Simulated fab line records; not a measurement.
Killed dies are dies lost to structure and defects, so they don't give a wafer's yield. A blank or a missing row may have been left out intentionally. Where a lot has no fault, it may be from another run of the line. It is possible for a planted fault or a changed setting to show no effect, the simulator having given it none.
The tool behind it: which one? / flow sky130 / 21 wafers from 7 lots sampled at 2 of the route's 708 steps

== WHAT THE GAUGES SHOWED, per wafer ==
SKY_LDD_LDN_OVL_MEAS_07.
lot=L265; measured=day 24 13:36; on=overlay-01; LDD_LDN_OVL (nm)=0.6 2.8 0.3
lot=L268; measured=day 25 05:32; on=overlay-02; LDD_LDN_OVL (nm)=1.5 0.6 0.7
lot=L270; measured=day 26 02:35; on=overlay-02; LDD_LDN_OVL (nm)=- - -
lot=L272; measured=day 26 16:55; on=overlay-02; LDD_LDN_OVL (nm)=-0.1 -0.5 0.9
lot=L277; measured=day 29 03:07; on=overlay-02; LDD_LDN_OVL (nm)=-1.7 -2.6 -1.4
lot=L280; measured=day 29 18:32; on=overlay-02; LDD_LDN_OVL (nm)=-0.8 0.6 -1.8
lot=L282; measured=day 30 12:56; on=overlay-01; LDD_LDN_OVL (nm)=3.1 1.6 4.4

== WHAT TOOL EACH LOT RAN ON (gives the tool, then ch and the chambers of the sampled wafers, and finally the start) ==
lot=L265; SKY_LDD_LDN_COAT_02=litho_track-01 ch 0, day 23 22:49
lot=L268; SKY_LDD_LDN_COAT_02=litho_track-04 ch 0, day 24 15:04
lot=L270; SKY_LDD_LDN_COAT_02=litho_track-04, day 25 11:41
lot=L272; SKY_LDD_LDN_COAT_02=litho_track-01 ch 0, day 26 02:22
lot=L277; SKY_LDD_LDN_COAT_02=litho_track-04 ch 0, day 28 12:40
lot=L280; SKY_LDD_LDN_COAT_02=litho_track-01 ch 0, day 29 04:37
lot=L282; SKY_LDD_LDN_COAT_02=litho_track-01 ch 0, day 29 23:35
- SKY_LDD_LDN_COAT_02: resist thk 1140 nm.

== THE ANSWER, worked out from the rows above alone ==
Rule: usual is defined by the lots themselves. The widest of any qualifying gaps counts: lots, ordered by their means at a reading, are off when they make up no more than a third of the lots, leave a main group of 4 or more, and stand apart from it by 3 or more times the standard deviation of that group's means. If all means in a main group match to the digits the tables above print for the reading, that group is not used. A lot without any number at a reading at which 4 lots or more have one is off too. All remaining lots with rows at the step are treated as sound.
Off: L270, seen at SKY_LDD_LDN_OVL_MEAS_07 (LDD_LDN_OVL). Without a number there: L270. Main group: mean 0.5 nm, sd 1.5.
A tool fits if, at a process step before that reading, it ran every lot that is off, and no sound lot after the first of them. Those tools and the gauges at SKY_LDD_LDN_OVL_MEAS_07 are tried in the same way. Of those tried, none fits.

== WHAT THE SIMULATOR HAD INSERTED ==
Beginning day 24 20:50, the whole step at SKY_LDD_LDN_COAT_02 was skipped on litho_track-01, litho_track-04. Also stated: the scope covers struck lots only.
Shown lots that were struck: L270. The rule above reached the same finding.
